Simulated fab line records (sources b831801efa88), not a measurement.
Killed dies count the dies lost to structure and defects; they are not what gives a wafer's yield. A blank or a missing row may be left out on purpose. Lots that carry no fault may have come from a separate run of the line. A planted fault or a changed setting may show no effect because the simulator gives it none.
Struck lot and sound lot, side by side | flow sky130 | 22 out of 708 route steps
Sound: the wafers L964.1, L964.3, L964.6. The struck wafers were L958.1, L958.3, L958.4. The cause is given at the end.
At each step with rows: each side's tool, then ch and its chambers, then its first start. Under that, the readings that differ: sound wafers | struck wafers | difference of the means | sigmas: that difference in standard deviations of wafers without a fault.
alike: readings with means less than 2 such deviations apart, plus words and numbers identical on both sides. not compared: withheld readings, readings lacking a value on some wafer, bounds such as >300 that could conceal the same value, and numbers that have no deviation in the record and whose values overlap.
Wherever a step has rows on one side only, a row that says differs or no value, or a row with sigmas, the two part there. Numbers that have no deviation but don't overlap get no sigmas and don't part them. Lack of a reading on every wafer of one side parts them only where that side has two or more wafers.

first, 2 steps without rows for these wafers: SKY_RES_PROTECT_DEVELOP_06 (develop time 60 s); SKY_POLY_GATE_IMPLANT_02.
SKY_RES_PROTECT_STRIP_07: strips in O2/N2.
  sound on plasma-asher-03 ch 0,1, day 20 02:10; struck on plasma-asher-03 ch 0,1, day 18 00:55
  alike: drypump-motor-current-A, oes-product-au, strip-time-to-endpoint-s
  not compared: rf-hours-counter-h
SKY_RES_PROTECT_TW_MEAS_08:
  sound: film-metro-04 at day 20 02:16; struck: film-metro-02 at day 18 01:01
  reading      | sound          | struck         | difference | sigmas
  POLY_GATE_TW | 4092 4082 4087 | 4010 4009 4008 | -78        | -2
then, 2 steps without rows for these wafers: SKY_RES_PROTECT_CLEAN_09 (cleans in SC1/SC2, time 150 s); SKY_POLY_GATE_CVD_03 (deposits Si3N4 from DCS/NH3, target thk 75 nm, time 1290 s).
SKY_POLY_GATE_THK_MEAS_04:
  sound: film-metro-04 at day 20 03:44; struck: film-metro-01 at day 18 02:28
  alike: POLY_GATE_CVD_03_THK
then, 5 steps without rows for these wafers: SKY_POLY_GATE_DEHYDRATE_05 (time 60 s); SKY_POLY_GATE_HMDS_06 (prime time 60 s); SKY_POLY_GATE_COAT_07 (resist thk 110 nm); SKY_POLY_GATE_COAT_08 (resist thk 450 nm); SKY_POLY_GATE_SOFTBAKE_09 (time 86.89 s).
SKY_POLY_GATE_EXPOSE_10: exposes mask P1M, target cd 150 nm.
  sound on krf-scanner-02 ch 0, day 20 19:14; struck on krf-scanner-01 ch 0, day 18 17:14
  reading              | sound                | struck               | difference | sigmas
  exposure-dose-mJ-cm2 | 28.002 28.033 27.983 | 30.137 30.142 30.137 | +2.133     | +79
  alike: mask
then, 2 steps without rows for these wafers: SKY_POLY_GATE_PEB_11; SKY_POLY_GATE_DEVELOP_12 (develop time 60 s).
SKY_POLY_GATE_CD_MEAS_13: target cd 150 nm.
  sound: cd-sem-02 at day 21 10:42; struck: cd-sem-02 at day 19 08:22
  reading    | sound             | struck            | difference | sigmas
  cd-nm (nm) | 149.7 148.7 148.4 | 137.3 138.3 136.8 | -11.5      | -10
SKY_POLY_GATE_OVL_MEAS_14:
  sound: overlay-02 at day 21 10:49; struck: overlay-02 at day 19 08:31
  alike: POLY_GATE_OVL
SKY_POLY_GATE_ETCH_15: etches BARC in N2/H2, stops on SiO2, time 118.5 s, target depth 110 nm.
  sound on rie-diel-01 ch 2,3, day 21 10:52; struck on rie-diel-01 ch 0,1,3, day 19 08:32
  reading                    | sound           | struck            | difference | sigmas
  model.POLY_GATE.cd-nm (nm) | 151.5 148 150.2 | 137.5 135.4 138.7 | -12.7      |
  alike: drypump-motor-current-A, oes-product-au, throttle-valve-pct
  not compared: rf-hours-counter-h
SKY_POLY_GATE_ETCH_16: etches Si3N4 in CH3F/O2, stops on poly-Si, time 147.5 s, target depth 75 nm.
  sound on rie-diel-01 ch 2,3, day 21 10:56; struck on rie-diel-01 ch 0,1,3, day 19 08:38
  alike: drypump-motor-current-A, oes-product-au, throttle-valve-pct
  not compared: rf-hours-counter-h
SKY_POLY_GATE_ETCH_17: etches poly-Si in HBr/Cl2, stops on SiO2, target depth 180 nm, time 70.5 s.
  sound on rie-si-01 ch 0,2, day 21 11:02; struck on rie-si-02 ch 0,1,3, day 19 08:44
  reading                    | sound             | struck          | difference | sigmas
  model.POLY_GATE.cd-nm (nm) | 151.9 149.4 151.8 | 137.7 137 137.9 | -13.5      |
  alike: drypump-motor-current-A, oes-product-au, throttle-valve-pct
  not compared: rf-hours-counter-h
SKY_POLY_GATE_STRIP_18: strips in O2/N2.
  sound on plasma-asher-01 ch 0,1, day 21 11:06; struck on plasma-asher-03 ch 0,1, day 19 08:47
  alike: drypump-motor-current-A, oes-product-au, strip-time-to-endpoint-s
  not compared: rf-hours-counter-h
-- record jumps: 29 days separate the struck wafers' starts on either side; left off in module POLY_GATE, taken up again in module PAD_OPEN, whose first shown step is the route's number 708 --
SKY_PAD_OPEN_PROBE_99:
  sound: prober-02 at day 49 03:48; struck: prober-02 at day 47 21:37
  reading                                 | sound             | struck            | difference | sigmas
  model.etest.pfet_01v8.r-on-ohm-um       | 3009 2921 2997    | 2676 2648 2683    | -307       |
  model.etest.pfet-g5v0d10v5.r-on-ohm-um  | 4789 4728 4859    | 4636 4651 4720    | -123       |
  model.etest.res-poly.line-ohm-um        | 494.2 515.3 494.6 | 580.1 586.6 584.8 | +82.5      |
  model.etest.nfet_01v8.r-on-ohm-um       | 848.2 832.2 824.5 | 793.2 773.4 777.5 | -53.6      |
  model.etest.nfet-g5v0d10v5.r-on-ohm-um  | 1921 1921 1951    | 1867 1854 1878    | -65        |
  model.etest.sonos-uncharged.r-on-ohm-um | 804.9 802.2 815.9 | 786.8 792 786.6   | -19.2      |
  model.etest.nfet_01v8_lvt.drive-ua-um   | 562.1 572.4 571.9 | 595.2 608.7 606.9 | +34.8      |
  model.etest.res-high-po.line-ohm-um     | 726.8 732.9 725.7 | 773.2 777.6 779.1 | +48.2      |
  alike: killed_at_M0_to_M3, killed_at_M4_up, killed-at-contacts, killed-at-front-end, killed-at-other, killed-dies, killed-open, killed-short

== WHERE THEY PART ==
At SKY_RES_PROTECT_TW_MEAS_08 first; at SKY_POLY_GATE_CD_MEAS_13 last (within this record only). Later steps at which nothing parts them and some readings are alike: SKY_POLY_GATE_OVL_MEAS_14, SKY_POLY_GATE_ETCH_15, SKY_POLY_GATE_ETCH_16, SKY_POLY_GATE_ETCH_17, SKY_POLY_GATE_STRIP_18, SKY_PAD_OPEN_PROBE_99.

WHY: what had been put in by the simulator
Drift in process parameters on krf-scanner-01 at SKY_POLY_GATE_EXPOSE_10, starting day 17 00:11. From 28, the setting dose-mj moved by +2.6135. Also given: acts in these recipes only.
